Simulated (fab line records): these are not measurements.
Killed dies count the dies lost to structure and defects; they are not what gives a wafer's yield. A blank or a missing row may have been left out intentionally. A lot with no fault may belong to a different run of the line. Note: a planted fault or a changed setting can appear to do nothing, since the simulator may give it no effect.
What tool caused it?    flow sky130    11 lots with 33 wafers sampled at 5 steps, on a route of 708 steps

== WHAT EACH GAUGE READ, for each wafer ==
SKY_NWELL_TW_MEAS_15.
lot   measured      on             NWELL_TW
L379  day 4 13:29   film_metro-02  1817 1799 1803
L380  day 4 18:29   film_metro-02  1803 1802 1796
L381  day 5 00:36   film_metro-04  1804 1799 1805
L382  day 5 05:04   film_metro-04  1805 1798 1810
L386  day 6 07:38   film_metro-01  1825 1822 1828
L392  day 8 02:16   film_metro-02  1548 1559 1559 1552 1566 1555
L395  day 9 08:10   film_metro-01  1559 1559 1553 1555 1563 1564
L396  day 9 08:11   film_metro-04  1810 1809 1812
L398  day 9 17:31   film_metro-04  1812 1808 1795
L400  day 10 03:55  film_metro-02  1808 1797 1797
L402  day 10 19:37  film_metro-01  1821 1828 1826

SKY_NWELL_RS_MEAS_29: measures by four-point-probe.
lot   measured      on             NWELL_RS (ohm/sq)
L379  day 5 07:28   film_metro-04  621.2 621.4 622.9
L380  day 5 12:14   film_metro-02  624.4 627.2 626.3
L381  day 5 18:05   film_metro-01  624.8 627.5 625.9
L382  day 5 22:31   film_metro-01  624.9 624.8 625.8
L386  day 7 01:41   film_metro-02  626.2 626.8 628.1
L392  day 8 22:14   film_metro-02  809.5 808.4 809.3 809.6 807.9 807.4
L395  day 10 05:12  film_metro-04  809.6 810.3 810.4 811.1 811.1 812.2
L396  day 10 05:50  film_metro-02  624.1 625.8 624.6
L398  day 10 16:04  film_metro-01  624.0 624.8 624.1
L400  day 11 02:34  film_metro-04  621.6 623.2 625.8
L402  day 11 19:29  film_metro-01  624.2 624.7 624.6

SKY_LDD_P_CD_MEAS_07: target cd 380 nm.
lot   measured      on         cd_nm (nm)
L379  day 18 08:29  cd_sem-02  378.6 381.9 380.3
L380  day 18 19:08  cd_sem-02  385.4 381.8 386.1
L381  day 19 01:34  cd_sem-01  377.5 382.0 377.9
L382  day 19 09:13  cd_sem-01  378.1 376.3 378.2
L386  day 21 13:31  cd_sem-02  382.8 382.1 384.2
L396  day 26 08:02  cd_sem-02  383.5 382.8 383.6
L398  day 26 21:47  cd_sem-02  376.8 376.8 376.0
L400  day 27 18:03  cd_sem-01  380.6 378.2 380.7
L402  day 27 21:23  cd_sem-01  385.6 384.6 384.1

== EACH LOT AND THE TOOL THAT RAN IT (in order: tool; ch and the chambers of the sampled wafers; start) ==
lot   SKY_NWELL_IMPLANT_11             SKY_POLY_GATE_ETCH_15
L379  implanter-02 ch 0, day 4 12:57   rie_diel-01 ch 0,1,3, day 15 18:14
L380  implanter-04 ch 0, day 4 17:57   rie_diel-01 ch 0,1,3, day 16 05:44
L381  implanter-01 ch 0, day 5 00:05   rie_diel-02 ch 0,3, day 16 11:11
L382  implanter-01 ch 0, day 5 04:31   rie_diel-01 ch 0,1,2, day 16 19:44
L386  implanter-01 ch 0, day 6 07:07   rie_diel-02 ch 0,1,3, day 18 20:38
L392  implanter-01 ch 0, day 8 01:43   -
L395  implanter-01 ch 0, day 9 07:37   -
L396  implanter-04 ch 0, day 9 07:38   rie_diel-01 ch 0,1, day 23 18:45
L398  implanter-02 ch 0, day 9 16:58   rie_diel-01 ch 1,2,3, day 24 08:44
L400  implanter-04 ch 0, day 10 03:22  rie_diel-01 ch 0,2,3, day 25 05:23
L402  implanter-02 ch 0, day 10 19:04  rie_diel-04 ch 1,2, day 25 08:39
- SKY_NWELL_IMPLANT_11
- SKY_POLY_GATE_ETCH_15: etches BARC in N2/H2, stops on SiO2, time 118.5 s, target depth 110 nm.

== AS READ BY THE TOOLS THEMSELVES (means over the sampled wafers that have a number; for cases with no such wafer, the mark the record gives instead) ==
SKY_NWELL_IMPLANT_11.
lot   tool          dose_ions_cm2  faraday_current_uA
L379  implanter-02  1.9009e+13     106.0
L380  implanter-04  1.8993e+13     106.7
L381  implanter-01  1.8998e+13     107.8
L382  implanter-01  1.8997e+13     106.2
L386  implanter-01  1.9019e+13     107.5
L392  implanter-01  1.1731e+13     67.8
L395  implanter-01  1.1731e+13     65.6
L396  implanter-04  1.8979e+13     107.2
L398  implanter-02  1.9008e+13     105.3
L400  implanter-04  1.9014e+13     107.7
L402  implanter-02  1.9012e+13     106.7

SKY_POLY_GATE_ETCH_15.
lot   tool         drypump_motor_current_A (A)  oes_product_au (a.u.)  throttle_valve_pct (%)
L379  rie_diel-01  5.5                          0.718                  13.214
L380  rie_diel-01  5.5                          0.717                  13.216
L381  rie_diel-02  5.9                          0.711                  13.220
L382  rie_diel-01  5.2                          0.720                  13.211
L386  rie_diel-02  6.1                          0.712                  13.219
L396  rie_diel-01  5.5                          0.718                  13.217
L398  rie_diel-01  5.2                          0.717                  13.217
L400  rie_diel-01  5.4                          0.715                  13.208
L402  rie_diel-04  5.8                          0.712                  13.220

== THE ANSWER, worked out from the rows above alone ==
Rule: what is usual is taken from the lots themselves. Put in order of their means at a reading, lots are off if they are a third of the lots or fewer, leave a main group of 4 or more, and stand apart from it by a gap of 3 or more times the standard deviation of the main group's means; of several such gaps the widest counts. If all means in a main group match to the digits the tables above print for the reading, that group is not used. A lot without any number at a reading at which 4 lots or more have one is off too. Any other lot the step has rows for is counted as sound. First the gauges in route order, then the tools' own readings, where a lot's mean is used as printed above. The first step at which some lot is off is used, and at that step the reading that is off furthest; a lot without a number counts as furthest.
Off: at SKY_NWELL_TW_MEAS_15 (NWELL_TW), L392, L395. The main group has a mean of 1809 with a standard deviation of 9.1.
A tool fits if, at a process step before that reading, it ran every lot that is off, and no sound lot after the first of them. The gauges at SKY_NWELL_TW_MEAS_15 aren't tried: what is off there is off at SKY_NWELL_IMPLANT_11 too, on other tools, and a gauge's error can't cause that. One candidate fits, namely implanter-01 at SKY_NWELL_IMPLANT_11. A fault onset in the window from L386 (day 6 07:07, its last sound lot) to L392 (day 8 01:43, its first lot off) fits.
The tool's own readings at SKY_NWELL_IMPLANT_11 bear it out: on the lots that are off they differ by more than 5 times the standard deviation of the sound lots' means. dose_ions_cm2 reads 1.1731e+13 there against 1.9003e+13 on the sound lots; faraday_current_uA reads 66.7 there against 106.8 on the sound lots.

== WHAT HAD BEEN PUT IN BY THE SIMULATOR ==
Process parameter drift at SKY_NWELL_IMPLANT_11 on implanter-01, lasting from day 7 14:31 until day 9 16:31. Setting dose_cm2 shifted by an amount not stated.
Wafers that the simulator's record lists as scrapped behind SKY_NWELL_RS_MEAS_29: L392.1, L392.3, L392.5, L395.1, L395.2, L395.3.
Shown lots that were struck: L392, L395. The rule given above showed the same thing.
